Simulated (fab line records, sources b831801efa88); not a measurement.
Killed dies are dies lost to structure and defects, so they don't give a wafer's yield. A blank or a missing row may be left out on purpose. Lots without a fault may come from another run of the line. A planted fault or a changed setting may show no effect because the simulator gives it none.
A struck lot beside a sound one | flow sky130 | 15 steps out of a route of 708
Sound: wafers L590.2, L590.3, L590.6. Struck: wafer L597.4. (L597.3, L597.6 of the same lot were not struck and are left out.) The cause comes at the end.
At each step with rows: each side's tool, then ch and its chambers, then its first start. Under that, the readings that differ: sound wafers | struck wafers | difference of the means | sigmas: that difference in standard deviations of wafers without a fault.
alike: readings whose means differ by less than 2 such deviations, and words and numbers that are the same on both sides. not compared: withheld readings, readings that some wafer has no value for, bounds like >300 that may hide the same value, and numbers for which the record gives no deviation and whose values overlap.
The two part at a step that has a row with sigmas, a row that says differs or no value, or rows on one side only. Numbers that don't overlap but have no deviation are shown without sigmas and don't part them. A reading that every wafer of one side lacks parts them only if that side has two wafers or more.

first, 8 steps without rows for these wafers: SKY_METAL3_DEHYDRATE_05 (time 60 s); SKY_METAL3_HMDS_06 (prime time 60 s); SKY_METAL3_COAT_07 (resist thk 60 nm); SKY_METAL3_COAT_08 (resist thk 1140 nm); SKY_METAL3_SOFTBAKE_09 (time 90 s); SKY_METAL3_EXPOSE_10 (exposes mask MM3, target cd 300 nm); SKY_METAL3_PEB_11; SKY_METAL3_DEVELOP_12 (develop time 60 s).
SKY_METAL3_CD_MEAS_13: target cd 300 nm.
  sound on cd_sem-02, day 39 02:49; struck on cd_sem-01, day 42 02:01
  alike: cd_nm
SKY_METAL3_OVL_MEAS_14:
  sound on overlay-02, day 39 02:55; struck on overlay-02, day 42 02:07
  alike: METAL3_OVL
SKY_METAL3_DESCUM_15: chemistry O2, time 8 s.
  sound on rie_metal-04 ch 0,1, day 39 02:57; struck on rie_metal-04 ch 0, day 42 02:08
  alike: drypump_motor_current_A, oes_product_au
  not compared: rf_hours_counter_h
SKY_METAL3_ETCH_16: etches BARC in N2/H2, stops on SiO2, time 88.2 s, target depth 60 nm.
  sound on rie_metal-04 ch 0,1, day 39 02:59; struck on rie_metal-04 ch 0, day 42 02:11
  reading    | sound          | struck | difference | sigmas
  bias_w (W) | 99.6 99.4 99.1 | 100.2  | +0.8       | +3
  alike: drypump_motor_current_A, oes_product_au, throttle_valve_pct
  not compared: rf_hours_counter_h
SKY_METAL3_ETCH_17: etches SiO2 in C4F8/O2/Ar, stops on TiN, time 3.9 s, target depth 15 nm.
  sound on rie_diel-03 ch 0,2, day 39 03:05; struck on rie_diel-02 ch 1, day 42 02:16
  reading    | sound          | struck | difference | sigmas
  bias_w (W) | 1202 1202 1200 | 1153   | -48        | -13
  alike: oes_product_au
  not compared: rf_hours_counter_h
SKY_METAL3_METAL_ETCH_18: etches the open film in Cl2/BCl3, stops on SiO2, target depth 845 nm, time 183.1 s.
  sound on rie_metal-03 ch 1, day 39 03:06; struck on rie_metal-01 ch 1, day 42 02:20
  reading                     | sound       | struck | difference | sigmas
  drypump_motor_current_A (A) | 6.2 6.2 6.2 | 5.5    | -0.7       | -2
  alike: bcl3_flow_sccm, bias_w, oes_product_au, throttle_valve_pct
  not compared: rf_hours_counter_h
-- the record jumps here: 7 days lie between the struck wafers' starts before and after (it left off in module METAL3 and takes up again in module PAD_OPEN, whose first step shown is number 708 of the route) --
SKY_PAD_OPEN_PROBE_99:
  sound on prober-02, day 46 04:40; struck on prober-01, day 48 16:11
  alike: defect_limited_yield, killed_at_M0_to_M3, killed_at_M4_up, killed_at_contacts, killed_at_front_end, killed_at_other, killed_dies, killed_open, killed_short, sort_bin_3_pad_short, sort_bin_5_function, sort_bin_6_memory, sort_n_pass, sort_yield_pct

WHERE THEY PART
First at SKY_METAL3_ETCH_16; last, within this record, at SKY_METAL3_METAL_ETCH_18. Later steps at which nothing parts them and some readings are alike: SKY_PAD_OPEN_PROBE_99.

WHY: what the simulator had put in
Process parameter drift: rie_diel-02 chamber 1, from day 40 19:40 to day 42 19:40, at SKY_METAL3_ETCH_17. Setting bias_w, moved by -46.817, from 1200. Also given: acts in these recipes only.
